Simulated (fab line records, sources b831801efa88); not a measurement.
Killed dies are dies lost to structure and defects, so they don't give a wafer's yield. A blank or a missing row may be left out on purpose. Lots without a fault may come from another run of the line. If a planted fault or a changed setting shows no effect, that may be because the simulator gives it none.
One fault through the eyes of 2 desks || flow gf180mcu || what lay behind the numbers comes last; until then each desk has only its own

AT THE TOOL OWNER'S DESK: pecvd-02
The tool's own readings at GF_V1_CVD_02 (deposits SiO2 from TEOS, target thk 850 nm, time 94.851 s): means of the sampled wafers that have a number, for each lot that ran on this tool. Marked OUT: a lot whose mean sits more than 4 standard deviations from the usual mean, which makes it out of limits; the brackets give that distance.
Columns: A = heater power w at GF_V1_CVD_02, usual 673 W
{"lot": "L249", "first seen here": "day 21 20:41", "A": 728}
{"lot": "L257", "first seen here": "day 24 07:56", "A": 700}
This desk's finding: nothing out of limits on any of the 2 lots.

THE METROLOGY DESK
What the gauges read for every lot (on any tool): the sampled wafers with a number, averaged. Marked OUT: a lot whose mean sits more than 4 standard deviations from the usual mean, which makes it out of limits; the brackets give that distance.
Columns: A = cd nm at GF_M1_CD_MEAS_14, usual 230.0 nm; B = M1_OVL at GF_M1_OVL_MEAS_15, usual -1 nm; C = V1_CVD_00_THK at GF_V1_THK_MEAS_01, usual 598 nm; D = V1_CVD_02_THK at GF_V1_THK_MEAS_03, usual 853 nm; E = V1_BOW at GF_V1_BOW_MEAS_05, usual 82 um
{"lot": "L241", "first seen here": "day 19 00:08", "A": 230.0, "B": -6, "C": 597, "D": 861, "E": 82}
{"lot": "L249", "first seen here": "day 21 19:45", "A": 231.3, "B": 7, "C": 598, "D": "1300 (+41) OUT", "E": 82}
{"lot": "L256", "first seen here": "day 24 02:13", "A": 229.3, "B": -4, "C": 603, "D": 850, "E": 78}
{"lot": "L257", "first seen here": "day 24 06:59", "A": 228.6, "B": -11, "C": 601, "D": 864, "E": 73}
{"lot": "L258", "first seen here": "day 24 14:03", "A": 230.4, "B": -8, "C": 594, "D": 854, "E": 82}
This desk finds L249 out of limits, with the earliest case on L249 at day 21 20:46 (V1_CVD_02_THK at GF_V1_THK_MEAS_03). Within limits: L241, L256, L257, L258.

TAKEN TOGETHER
L249 would have let the metrology desk raise an alarm at day 21 20:46.
The desk of the tool owner found nothing out of limits.
Tool owner's desk: L249 on record, inside its limits.
The lots listed all ran GF_V1_CVD_02 on pecvd-02.

WHAT THE SIMULATOR PUT IN
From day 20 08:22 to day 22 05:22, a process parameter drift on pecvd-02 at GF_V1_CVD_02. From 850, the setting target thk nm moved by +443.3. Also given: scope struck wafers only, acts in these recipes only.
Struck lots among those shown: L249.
Hours from the fault's start to each desk's first reading out of limits: the metrology desk, 36.
